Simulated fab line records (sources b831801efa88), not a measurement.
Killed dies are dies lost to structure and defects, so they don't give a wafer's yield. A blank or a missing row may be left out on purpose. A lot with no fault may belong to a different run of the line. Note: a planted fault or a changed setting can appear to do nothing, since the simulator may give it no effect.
Struck lot and sound lot, side by side + flow sky130 + 16 steps out of a route of 708
Sound: these wafers, L926.1, L926.2, L926.5. Wafers struck: L942.1, L942.4, L942.6. At the end, the cause is stated.
At each step with rows: each side's tool, then ch and its chambers, then its first start. Under that, the readings that differ: sound wafers + struck wafers + difference of the means + sigmas: that difference in standard deviations of wafers without a fault.
alike: readings with means less than 2 such deviations apart, plus words and numbers identical on both sides. not compared: withheld readings, readings lacking a value on some wafer, bounds such as >300 that could conceal the same value, and numbers that have no deviation in the record and whose values overlap.
Wherever a step has rows on one side only, a row that says differs or no value, or a row with sigmas, the two part there. Numbers that don't overlap but have no deviation are shown without sigmas and don't part them. Lack of a reading on every wafer of one side parts them only where that side has two or more wafers.

SKY_VIA1_CMP_02: polishes SiO2.
  sound on cmp-02 ch 0,1,3, day 34 09:20; struck on cmp-01 ch 0,3, day 39 04:20
  alike: motor-current-A
SKY_VIA1_BOW_MEAS_03:
  struck on film-metro-02, day 39 04:38; sound on film-metro-03, day 34 09:38
  alike: VIA1_BOW
then, 8 steps without rows for these wafers: SKY_VIA1_DEHYDRATE_04 (time 60 s); SKY_VIA1_HMDS_05 (prime time 60 s); SKY_VIA1_COAT_06 (resist thk 60 nm); SKY_VIA1_COAT_07 (resist thk 450 nm); SKY_VIA1_SOFTBAKE_08 (time 90 s); SKY_VIA1_EXPOSE_09 (exposes mask VIM, target cd 150 nm); SKY_VIA1_PEB_10; SKY_VIA1_DEVELOP_11 (develop time 60 s).
SKY_VIA1_CD_MEAS_12 targets a cd of 150 nm.
  struck on cd-sem-02, day 40 06:04; sound on cd-sem-02, day 35 12:20
  alike: cd-nm
SKY_VIA1_OVL_MEAS_13:
  struck on overlay-01, day 40 06:11; sound on overlay-01, day 35 12:27
  alike: VIA1_OVL
SKY_VIA1_ETCH_14: etches BARC in N2/H2, stops on SiO2, time 45.9 s, target depth 60 nm.
  sound on rie-diel-02 ch 0,1,2, day 35 12:29; struck on rie-diel-03 ch 0,3, day 40 06:13
  no value came back on the struck wafers for any of 5 readings (bias-w (W), chamber-pressure-mTorr (mTorr) and others); on the sound wafers bias-w (W) reads 100.43 100.10 100.12
| reading                                     | sound             | struck            | difference | sigmas |
|---------------------------------------------|-------------------|-------------------|------------|--------|
| model.KrF-thick_of_VIA1_COAT_07.thk-nm (nm) | 394.1 393.2 392.4 | 434.6 433.3 433.2 | +40.5      |        |
  not compared: rf-hours-counter-h
SKY_VIA1_ETCH_15: etches SiO2 in C4F8/O2/Ar, stops on TiN, target depth 351 nm, time 54 s.
  sound on rie-diel-02 ch 0,1,2, day 35 12:32; struck on rie-diel-03 ch 0,3, day 40 06:16
| reading                                     | sound             | struck            | difference | sigmas      |
|---------------------------------------------|-------------------|-------------------|------------|-------------|
| oes-product-au (a.u.)                       | 0.991 0.986 0.985 | 0.373 0.378 0.371 | -0.613     | -99 or more |
| model.KrF-thick_of_VIA1_COAT_07.thk-nm (nm) | 322.7 321 319.4   | 365.4 362.3 363.8 | +42.8      |             |
  alike: bias-w, chamber-pressure-mTorr
  not compared: rf-hours-counter-h
SKY_VIA1_STRIP_16: strips in O2/N2.
  sound on plasma-asher-03 ch 0,1, day 35 12:35; struck on plasma-asher-02 ch 0,1, day 40 06:18
| reading                      | sound             | struck            | difference | sigmas |
|------------------------------|-------------------|-------------------|------------|--------|
| oes-product-au (a.u.)        | 0.409 0.413 0.414 | 0.432 0.439 0.429 | +0.021     | +5     |
| strip-time-to-endpoint-s (s) | 4.460 4.436 4.425 | 4.900 4.872 4.884 | +0.445     | +19    |
  alike: drypump-motor-current-A
  not compared: rf-hours-counter-h
then, 1 step without rows for these wafers: SKY_VIA1_STRIP_17 (strips in post etch residue remover, time 1200 s).

WHERE THEY PART
Last at SKY_VIA1_STRIP_16 as far as this record goes, first at SKY_VIA1_ETCH_14.

WHY: the cause the simulator had injected
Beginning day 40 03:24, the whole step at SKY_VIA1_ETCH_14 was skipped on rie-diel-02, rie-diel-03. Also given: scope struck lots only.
